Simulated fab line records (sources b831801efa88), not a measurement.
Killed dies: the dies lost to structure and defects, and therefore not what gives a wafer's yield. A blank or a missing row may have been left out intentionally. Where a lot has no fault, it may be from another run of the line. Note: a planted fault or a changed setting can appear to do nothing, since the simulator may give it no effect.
What tool caused it? || flow gf180mcu || Sampling: 12 lots, 36 wafers, 4 of 602 route steps

== WHAT EACH GAUGE READ, for each wafer ==
GF_V5_CD_MEAS_14 targets a cd of 260 nm. Usual: cdNm at 260.0 nm, with a standard deviation of 1.1.
{"lot": "L554", "measured": "day 27 10:56", "on": "cdSem-02", "cdNm (nm)": "259.3 259.4 259.4", "flag": ""}
{"lot": "L555", "measured": "day 27 20:22", "on": "cdSem-01", "cdNm (nm)": "259.9 260.6 259.4", "flag": ""}
{"lot": "L558", "measured": "day 28 20:04", "on": "cdSem-01", "cdNm (nm)": "260.5 259.6 262.4", "flag": ""}
{"lot": "L559", "measured": "day 29 00:49", "on": "cdSem-02", "cdNm (nm)": "259.0 259.6 259.3", "flag": ""}
{"lot": "L560", "measured": "day 29 06:10", "on": "cdSem-01", "cdNm (nm)": "259.0 259.7 260.6", "flag": ""}
{"lot": "L561", "measured": "day 29 15:52", "on": "cdSem-01", "cdNm (nm)": "259.7 260.4 261.0", "flag": ""}
{"lot": "L567", "measured": "day 31 10:07", "on": "cdSem-02", "cdNm (nm)": "261.0 260.7 261.6", "flag": ""}
{"lot": "L568", "measured": "day 31 22:05", "on": "cdSem-02", "cdNm (nm)": "257.1 257.6 257.7", "flag": ""}
{"lot": "L569", "measured": "day 32 05:32", "on": "cdSem-02", "cdNm (nm)": "261.2 261.5 260.8", "flag": ""}
{"lot": "L570", "measured": "day 32 11:32", "on": "cdSem-01", "cdNm (nm)": "260.7 260.9 260.7", "flag": ""}
{"lot": "L573", "measured": "day 32 21:47", "on": "cdSem-02", "cdNm (nm)": "258.5 259.9 258.7", "flag": ""}
{"lot": "L575", "measured": "day 33 11:08", "on": "cdSem-01", "cdNm (nm)": "260.0 260.5 260.4", "flag": ""}

GF_TOP_METAL_CD_MEAS_14 targets a cd of 440 nm. Usual: cdNm at 440.2 nm, with a standard deviation of 1.9.
{"lot": "L554", "measured": "day 28 07:59", "on": "cdSem-01", "cdNm (nm)": "443.8 444.7 442.6", "flag": ""}
{"lot": "L555", "measured": "day 28 17:22", "on": "cdSem-01", "cdNm (nm)": "438.2 439.1 439.0", "flag": ""}
{"lot": "L558", "measured": "day 29 16:34", "on": "cdSem-02", "cdNm (nm)": "439.5 440.6 441.3", "flag": ""}
{"lot": "L559", "measured": "day 29 21:22", "on": "cdSem-02", "cdNm (nm)": "442.8 441.3 442.8", "flag": ""}
{"lot": "L560", "measured": "day 30 02:10", "on": "cdSem-02", "cdNm (nm)": "439.8 440.0 437.3", "flag": ""}
{"lot": "L561", "measured": "day 30 12:14", "on": "cdSem-01", "cdNm (nm)": "440.2 438.3 442.3", "flag": ""}
{"lot": "L567", "measured": "day 32 05:12", "on": "cdSem-02", "cdNm (nm)": "441.7 439.8 442.5", "flag": ""}
{"lot": "L568", "measured": "day 32 16:11", "on": "cdSem-01", "cdNm (nm)": "453.5 453.9 455.1", "flag": "OFF"}
{"lot": "L569", "measured": "day 32 23:50", "on": "cdSem-01", "cdNm (nm)": "449.6 449.4 448.4", "flag": "OFF"}
{"lot": "L570", "measured": "day 33 05:32", "on": "cdSem-01", "cdNm (nm)": "452.2 449.5 451.7", "flag": "OFF"}
{"lot": "L573", "measured": "day 33 15:56", "on": "cdSem-01", "cdNm (nm)": "437.5 437.9 440.3", "flag": ""}
{"lot": "L575", "measured": "day 34 04:37", "on": "cdSem-02", "cdNm (nm)": "439.9 440.8 441.6", "flag": ""}

== WHICH TOOL RAN EACH LOT (tool, then ch and the chambers of the sampled wafers, then the start) ==
{"lot": "L554", "GF_TOP_METAL_SPUTTER_00": "pvdSputter-04, day 27 12:28", "GF_TOP_METAL_EXPOSE_11": "ilineStepper-01 ch 0, day 27 22:29"}
{"lot": "L555", "GF_TOP_METAL_SPUTTER_00": "pvdSputter-01, day 27 21:53", "GF_TOP_METAL_EXPOSE_11": "ilineStepper-02 ch 0, day 28 07:59"}
{"lot": "L558", "GF_TOP_METAL_SPUTTER_00": "pvdSputter-04, day 28 21:36", "GF_TOP_METAL_EXPOSE_11": "ilineStepper-02 ch 0, day 29 07:44"}
{"lot": "L559", "GF_TOP_METAL_SPUTTER_00": "pvdSputter-03, day 29 02:19", "GF_TOP_METAL_EXPOSE_11": "ilineStepper-01 ch 0, day 29 12:37"}
{"lot": "L560", "GF_TOP_METAL_SPUTTER_00": "pvdSputter-03, day 29 07:44", "GF_TOP_METAL_EXPOSE_11": "ilineStepper-01 ch 0, day 29 17:08"}
{"lot": "L561", "GF_TOP_METAL_SPUTTER_00": "pvdSputter-01, day 29 17:29", "GF_TOP_METAL_EXPOSE_11": "ilineStepper-01 ch 0, day 30 02:55"}
{"lot": "L567", "GF_TOP_METAL_SPUTTER_00": "pvdSputter-04, day 31 11:37", "GF_TOP_METAL_EXPOSE_11": "ilineStepper-01 ch 0, day 31 20:20"}
{"lot": "L568", "GF_TOP_METAL_SPUTTER_00": "pvdSputter-03, day 31 23:47", "GF_TOP_METAL_EXPOSE_11": "ilineStepper-01 ch 0, day 32 08:17"}
{"lot": "L569", "GF_TOP_METAL_SPUTTER_00": "pvdSputter-03, day 32 07:49", "GF_TOP_METAL_EXPOSE_11": "ilineStepper-01 ch 0, day 32 16:13"}
{"lot": "L570", "GF_TOP_METAL_SPUTTER_00": "pvdSputter-03, day 32 13:07", "GF_TOP_METAL_EXPOSE_11": "ilineStepper-01 ch 0, day 32 21:38"}
{"lot": "L573", "GF_TOP_METAL_SPUTTER_00": "pvdSputter-04, day 32 23:20", "GF_TOP_METAL_EXPOSE_11": "ilineStepper-02 ch 0, day 33 07:59"}
{"lot": "L575", "GF_TOP_METAL_SPUTTER_00": "pvdSputter-04, day 33 12:43", "GF_TOP_METAL_EXPOSE_11": "ilineStepper-02 ch 0, day 33 21:05"}
- GF_TOP_METAL_SPUTTER_00: material Ti, target thk 37.5 nm, time 150 s.
- GF_TOP_METAL_EXPOSE_11: exposes mask MetalTop, target cd 440 nm.

== AS READ BY THE TOOLS THEMSELVES (means over the sampled wafers that have a number; for cases with no such wafer, the mark the record gives instead) ==
GF_TOP_METAL_SPUTTER_00. Usual: throttleValvePct at 30.3 %, with a standard deviation of 0.87.
{"lot": "L554", "tool": "pvdSputter-04", "throttleValvePct (%)": 30.7, "flag": ""}
{"lot": "L555", "tool": "pvdSputter-01", "throttleValvePct (%)": 30.4, "flag": ""}
{"lot": "L558", "tool": "pvdSputter-04", "throttleValvePct (%)": 29.6, "flag": ""}
{"lot": "L559", "tool": "pvdSputter-03", "throttleValvePct (%)": 30.3, "flag": ""}
{"lot": "L560", "tool": "pvdSputter-03", "throttleValvePct (%)": 30.3, "flag": ""}
{"lot": "L561", "tool": "pvdSputter-01", "throttleValvePct (%)": 30.2, "flag": ""}
{"lot": "L567", "tool": "pvdSputter-04", "throttleValvePct (%)": 30.4, "flag": ""}
{"lot": "L568", "tool": "pvdSputter-03", "throttleValvePct (%)": 30.4, "flag": ""}
{"lot": "L569", "tool": "pvdSputter-03", "throttleValvePct (%)": 30.1, "flag": ""}
{"lot": "L570", "tool": "pvdSputter-03", "throttleValvePct (%)": 29.5, "flag": ""}
{"lot": "L573", "tool": "pvdSputter-04", "throttleValvePct (%)": 30.2, "flag": ""}
{"lot": "L575", "tool": "pvdSputter-04", "throttleValvePct (%)": 29.7, "flag": ""}

GF_TOP_METAL_EXPOSE_11. Usual: exposureDoseMJCm2 169.90, standard deviation 0.17; focusOffsetNm -0.1 nm, standard deviation 0.44.
{"lot": "L554", "tool": "ilineStepper-01", "exposureDoseMJCm2": 169.90, "focusOffsetNm (nm)": 0.1, "flag": ""}
{"lot": "L555", "tool": "ilineStepper-02", "exposureDoseMJCm2": 169.82, "focusOffsetNm (nm)": -0.1, "flag": ""}
{"lot": "L558", "tool": "ilineStepper-02", "exposureDoseMJCm2": 169.66, "focusOffsetNm (nm)": -0.3, "flag": ""}
{"lot": "L559", "tool": "ilineStepper-01", "exposureDoseMJCm2": 169.92, "focusOffsetNm (nm)": -0.1, "flag": ""}
{"lot": "L560", "tool": "ilineStepper-01", "exposureDoseMJCm2": 169.93, "focusOffsetNm (nm)": 0.0, "flag": ""}
{"lot": "L561", "tool": "ilineStepper-01", "exposureDoseMJCm2": 169.69, "focusOffsetNm (nm)": 0.2, "flag": ""}
{"lot": "L567", "tool": "ilineStepper-01", "exposureDoseMJCm2": 169.98, "focusOffsetNm (nm)": -0.5, "flag": ""}
{"lot": "L568", "tool": "ilineStepper-01", "exposureDoseMJCm2": 162.19, "focusOffsetNm (nm)": -0.4, "flag": "OFF"}
{"lot": "L569", "tool": "ilineStepper-01", "exposureDoseMJCm2": 163.61, "focusOffsetNm (nm)": -0.5, "flag": "OFF"}
{"lot": "L570", "tool": "ilineStepper-01", "exposureDoseMJCm2": 163.99, "focusOffsetNm (nm)": -0.5, "flag": "OFF"}
{"lot": "L573", "tool": "ilineStepper-02", "exposureDoseMJCm2": 169.72, "focusOffsetNm (nm)": 0.2, "flag": ""}
{"lot": "L575", "tool": "ilineStepper-02", "exposureDoseMJCm2": 169.79, "focusOffsetNm (nm)": 0.0, "flag": ""}

== THE ANSWER, worked out from the rows above alone ==
Rule: lot off if the mean of its wafers having a number is beyond 3 standard deviations from the usual mean. A lot without any number at a reading at which 4 lots or more have one is off too. Any other lot the step has rows for is counted as sound. First the gauges in route order, then the tools' own readings, where a lot's mean is used as printed above. At the first step where some lot is off, the reading lying furthest off is the one used; lots without a number count as furthest.
Off, at GF_TOP_METAL_CD_MEAS_14 on cdNm: L568, L569, L570.
A tool fits if, at a process step before that reading, it ran every lot that is off, and no sound lot after the first of them. The gauges at GF_TOP_METAL_CD_MEAS_14 aren't tried: what is off there is off at GF_TOP_METAL_EXPOSE_11 too, on other tools, and a gauge's error can't cause that. Can't be told from this: 2 tools fit, pvdSputter-03 at GF_TOP_METAL_SPUTTER_00, ilineStepper-01 at GF_TOP_METAL_EXPOSE_11.

== WHAT THE SIMULATOR HAD INSERTED ==
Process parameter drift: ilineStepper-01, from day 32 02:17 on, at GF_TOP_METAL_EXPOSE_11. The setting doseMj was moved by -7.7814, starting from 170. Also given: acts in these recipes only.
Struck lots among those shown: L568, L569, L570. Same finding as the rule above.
